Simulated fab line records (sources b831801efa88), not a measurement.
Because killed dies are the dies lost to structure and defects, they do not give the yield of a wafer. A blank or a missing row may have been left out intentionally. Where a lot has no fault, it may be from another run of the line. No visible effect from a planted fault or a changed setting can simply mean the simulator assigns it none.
Problem report in the 8D (eight disciplines) form, filled by code    flow sky130    the parts of the form that need people (team, actions taken, sign-off) are left out

1. PROBLEM STATEMENT
CAPM_TIN_RS at SKY_CAPM_RS_MEAS_03 reads a mean of 7.43 ohm/sq on 2 wafers of 2 lots; wafers without a fault read 6.91 ohm/sq with a standard deviation of 0.059. That puts it +8.8 standard deviations away from the usual mean.
The step: measures by four-point-probe.
Seen first at day 39 18:23 on film-metro-03, wafer L854.3. The record holds 30 wafers of 10 lots with a number at this step. By rule, "out" or "out of limits" means more than 4 standard deviations away from the usual mean. The other wafers with a number count as sound.

2. WHAT IT IS; WHAT IT IS NOT
question                     is                 is not
which readings at this step  CAPM_TIN_RS        -
which lots                   L854, L855         L844, L845, L857, L860, L861, L863, L866, L867
which wafers of those lots   L854.3, L855.3     L854.1, L854.5, L855.2, L855.5
read on which gauges         film-metro-03      film-metro-02, film-metro-04
when                         from day 39 18:23  up to then (8 sound wafers); but 20 sound wafers of L855, L857, L860, L861, L863, L866, L867 came after

3. WHAT RULES OUT EACH SUSPECT
Counting: a tool at a process step up to the reading stays a suspect if it ran every lot that is out. Sound lots after the first of them don't rule it out here, since some wafers of a struck lot are sound.
- the gauge at SKY_CAPM_RS_MEAS_03 has been ruled out. All the wafers that are out were read on film-metro-03, but those of them that SKY_CAPM_METAL_ETCH_13 has rows for are out there too, on other tools.
- pvd-sputter-01 at SKY_CAPM_SPUTTER_02 (material TiN, target thk 200 nm, time 166.7 s): kept. Ran every lot that is out, first one L854 (day 39 18:17); last sound lot up to then L844 (day 36 10:53).
After counting, what remains is pvd-sputter-01 at SKY_CAPM_SPUTTER_02.

4. THE CAUSE (what the simulator had put in)
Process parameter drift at SKY_CAPM_SPUTTER_02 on pvd-sputter-01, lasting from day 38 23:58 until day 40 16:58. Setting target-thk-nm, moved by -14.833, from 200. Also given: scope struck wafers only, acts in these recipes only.
Only this tool survived the counting.

5. THE EFFECT CHAIN, in route order
Rows list readings where the struck wafers' mean (over those with a number) sits beyond 3 standard deviations from the usual. Readings are gone through only where the record gives a usual standard deviation; hours: the median, over the lots, of the time from a lot's start at the first step in this table giving one to that lot's start at this step; sigmas: the change measured in usual standard deviations.
hours  step                    reading         usual        on struck wafers  change  sigmas
0      SKY_CAPM_RS_MEAS_03     CAPM_TIN_RS     6.91 ohm/sq  7.43              +0.52   +8.8
0      SKY_CAPM_THK_MEAS_04    CAPM_TIN_THK    198.8 nm     183.8             -15.1   -8.4
24     SKY_CAPM_METAL_ETCH_13  oes-product-au  0.941 a.u.   0.900             -0.041  -5.9
The process steps in it:
- SKY_CAPM_METAL_ETCH_13: etches TiN in Cl2/BCl3, stops on SiO2, target depth 220 nm, time 62.9 s.

6. WHAT WOULD HAVE CAUGHT IT SOONER
Counted from the fault's start at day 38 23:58, it took 18 hours until the first out-of-limits reading at a measuring or inspecting step in this record, taken at day 39 18:23.
An alarm limit of 4 standard deviations would not have fired on the tool readings at SKY_CAPM_SPUTTER_02 for which the record gives a usual standard deviation, since none of them was out on any struck wafer.
Lots out: 2; of these, L855 started SKY_CAPM_SPUTTER_02 on pvd-sputter-01 after day 39 18:23. Putting the tool on hold at that point would have spared it.
